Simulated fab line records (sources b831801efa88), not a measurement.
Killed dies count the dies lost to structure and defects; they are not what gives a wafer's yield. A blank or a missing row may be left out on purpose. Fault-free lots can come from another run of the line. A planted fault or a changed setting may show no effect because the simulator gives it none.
Struck lot and sound lot, side by side | flow sfqLine | 42 out of 325 route steps
Sound: the wafers L176.1, L176.2, L176.6. Struck: wafer L178.2. (L178.3, L178.4 of the same lot were not struck and are left out.) The cause comes at the end.
Each step with rows lists, per side, the tool, then ch with its chambers, then its first start. Under that, the readings that differ: sound wafers | struck wafers | difference of the means | sigmas: that difference in standard deviations of wafers without a fault.
alike: readings whose means differ by less than 2 such deviations, and words and numbers that are the same on both sides. not compared: withheld readings, readings that some wafer has no value for, bounds like >300 that may hide the same value, and numbers for which the record gives no deviation and whose values overlap.
Wherever a step has rows on one side only, a row that says differs or no value, or a row with sigmas, the two part there. When numbers do not overlap yet have no deviation, they are printed without sigmas and do not part them. Lack of a reading on every wafer of one side parts them only where that side has two or more wafers.

first, 6 steps without rows for these wafers: SFQ_TRILAYER_L0_VIA_LITHO_COAT_018 (resist thk 62 nm); SFQ_TRILAYER_L0_VIA_LITHO_COAT_013 (resist thk 650 nm); SFQ_TRILAYER_L0_VIA_LITHO_SOFTBAKE_017; SFQ_TRILAYER_L0_VIA_LITHO_EXPOSE_014 (exposes mask L0V, target cd 700 nm); SFQ_TRILAYER_L0_VIA_LITHO_PEB_016 (peb time 60 s); SFQ_TRILAYER_L0_VIA_LITHO_DEVELOP_015 (time 60 s).
SFQ_L0V_OVL_MEAS_903:
  struck on overlay-02, day 10 05:01; sound on overlay-02, day 9 08:06
  alike: L0V_OVL
then, 1 step without rows for these wafers: SFQ_TRILAYER_L0_VIA_BARC_OPEN_VIA_ETCH_021 (etches BARC in O2, target depth 125 nm, time 41.7 s).
SFQ_TRILAYER_L0_VIA_ETCH_VIA_ETCH_016: etches SiO2 in CHF3, stops on MoNx KI, target depth 80 nm.
  sound on rieDiel-04 ch 1,3, day 9 08:10; struck on rieDiel-01 ch 0, day 10 05:05
  alike: drypumpMotorCurrentA, oesProductAu
then, 3 steps without rows for these wafers: SFQ_TRILAYER_L0_VIA_STRIP_STRIP_017 (strips in O2); SFQ_TRILAYER_L0_VIA_STRIP_SOLV_CLEAN_018 (cleans in NMP, time 600 s); SFQ_TRILAYER_M0_DEP_PRE_CLEAN_020 (time 15 s).
SFQ_TRILAYER_M0_DEP_SPUTTER_019: material Nb, target thk 200 nm, time 133.3 s.
  struck on pvdSputter-04, day 10 05:55; sound on pvdSputter-04, day 9 09:01
reading                                            | sound             | struck | difference | sigmas
model.Nb_of_TRILAYER_M0_DEP_SPUTTER_019.thkNm (nm) | 200.7 202.8 201.4 | 185.8  | -15.8      | 
  alike: chamberPressurePa, throttleValvePct
SFQ_M0_RS_MEAS_904: measurement is done with a four-point probe.
  struck on filmMetro-02, day 10 06:02; sound on filmMetro-03, day 9 09:07
reading           | sound             | struck | difference | sigmas
M0_NB_RS (ohm/sq) | 0.886 0.877 0.883 | 0.961  | +0.079     | +8
then, 6 steps without rows for these wafers: SFQ_TRILAYER_M0_LITHO_COAT_026 (resist thk 62 nm); SFQ_TRILAYER_M0_LITHO_COAT_021 (resist thk 600 nm); SFQ_TRILAYER_M0_LITHO_SOFTBAKE_025; SFQ_TRILAYER_M0_LITHO_EXPOSE_022 (exposes mask M0, target cd 500 nm); SFQ_TRILAYER_M0_LITHO_PEB_024 (peb time 60 s); SFQ_TRILAYER_M0_LITHO_DEVELOP_023 (time 60 s).
-- the record jumps here: 4 days lie between the struck wafers' starts before and after --
SFQ_M0_OVL_MEAS_906:
  struck on overlay-01, day 14 16:24; sound on overlay-02, day 13 13:47
  alike: M0_OVL
SFQ_TRILAYER_M0_BARC_OPEN_METAL_ETCH_031: etches BARC in O2, target depth 125 nm, time 41.7 s.
  sound on rieMetal-03 ch 0,1, day 13 13:50; struck on rieMetal-03 ch 0, day 14 16:26
  alike: drypumpMotorCurrentA, heBacksideLeakSccm, oesProductAu
  not compared: rfHoursCounterH
SFQ_TRILAYER_M0_ETCH_METAL_ETCH_024: etches Nb in Cl2/Ar, stops on SiO2, target depth 240 nm, time 120 s.
  sound on rieMetal-03 ch 0,1, day 13 13:53; struck on rieMetal-03 ch 0, day 14 16:29
reading             | sound             | struck | difference | sigmas
oesProductAu (a.u.) | 0.894 0.901 0.902 | 0.856  | -0.043     | -7
  alike: drypumpMotorCurrentA, heBacksideLeakSccm
  not compared: rfHoursCounterH
SFQ_TRILAYER_M0_STRIP_STRIP_025: strips in O2.
  sound on rieMetal-03 ch 0,1, day 13 14:01; struck on rieMetal-03 ch 0, day 14 16:37
  alike: drypumpMotorCurrentA, heBacksideLeakSccm, oesProductAu
  not compared: rfHoursCounterH
then, 3 steps without rows for these wafers: SFQ_TRILAYER_M0_STRIP_SOLV_CLEAN_026 (cleans in NMP, time 600 s); SFQ_TRILAYER_I0_DEP_PECVD_027 (deposits SiO2 from SiH4/N2O, time 111.11 s, target thk 500 nm); SFQ_TRILAYER_I0_CMP_CMP_028 (polishes SiO2).
SFQ_I0_BOW_MEAS_907:
  struck on filmMetro-04, day 14 20:29; sound on filmMetro-02, day 13 19:29
  alike: I0_BOW
SFQ_TRILAYER_I0_METRO_MEASURE_029:
  struck on filmMetro-04, day 14 20:47; sound on filmMetro-02, day 13 19:37
  alike: thkNm
then, 6 steps without rows for these wafers: SFQ_TRILAYER_I0_VIA_LITHO_COAT_036 (resist thk 62 nm); SFQ_TRILAYER_I0_VIA_LITHO_COAT_031 (resist thk 650 nm); SFQ_TRILAYER_I0_VIA_LITHO_SOFTBAKE_035; SFQ_TRILAYER_I0_VIA_LITHO_EXPOSE_032 (exposes mask I0, target cd 500 nm); SFQ_TRILAYER_I0_VIA_LITHO_PEB_034 (peb time 60 s); SFQ_TRILAYER_I0_VIA_LITHO_DEVELOP_033 (time 60 s).
-- the record jumps here: 6 days lie between the struck wafers' starts before and after --
SFQ_I0_OVL_MEAS_908:
  struck on overlay-01, day 20 15:33; sound on overlay-02, day 19 10:45
  alike: I0_OVL
then, 2 steps without rows for these wafers: SFQ_TRILAYER_I0_VIA_BARC_OPEN_VIA_ETCH_046 (etches BARC in O2, target depth 125 nm, time 41.7 s); SFQ_TRILAYER_I0_VIA_ETCH_VIA_ETCH_034 (etches SiO2 in CHF3, stops on Nb, target depth 260 nm).
SFQ_TRILAYER_I0_VIA_STRIP_STRIP_035: strips in O2.
  sound on rieMetal-01 ch 0,1, day 19 10:56; struck on rieMetal-01 ch 0, day 20 15:44
  alike: drypumpMotorCurrentA, heBacksideLeakSccm, oesProductAu
  not compared: rfHoursCounterH
then, 2 steps without rows for these wafers: SFQ_TRILAYER_I0_VIA_STRIP_SOLV_CLEAN_036 (cleans in NMP, time 600 s); SFQ_TRILAYER_M1_DEP_PRE_CLEAN_038 (time 22.5 s).
-- the record jumps here: 65 days lie between the struck wafers' starts before and after --
SFQ_M8_BOW_MEAS_951:
  struck on filmMetro-03, day 85 03:52; sound on filmMetro-03, day 84 21:50
reading                | sound                | struck | difference | sigmas
M8_BOW (um)            | 3 5 2                | 26     | +23        | +3
model.etest.m0.ohmUm   | 1.778 1.766 1.77     | 1.925  | +0.154     | 
model.etest.m0.ohmSq   | 0.8876 0.8784 0.8842 | 0.9587 | +0.0753    | 
model.etest.i0.linkOhm | 1.96 1.965 1.951     | 2.051  | +0.092     | 

WHERE THEY PART
At SFQ_M0_RS_MEAS_904 first; at SFQ_M8_BOW_MEAS_951 last (within this record only).

WHY: whatever the simulator had introduced
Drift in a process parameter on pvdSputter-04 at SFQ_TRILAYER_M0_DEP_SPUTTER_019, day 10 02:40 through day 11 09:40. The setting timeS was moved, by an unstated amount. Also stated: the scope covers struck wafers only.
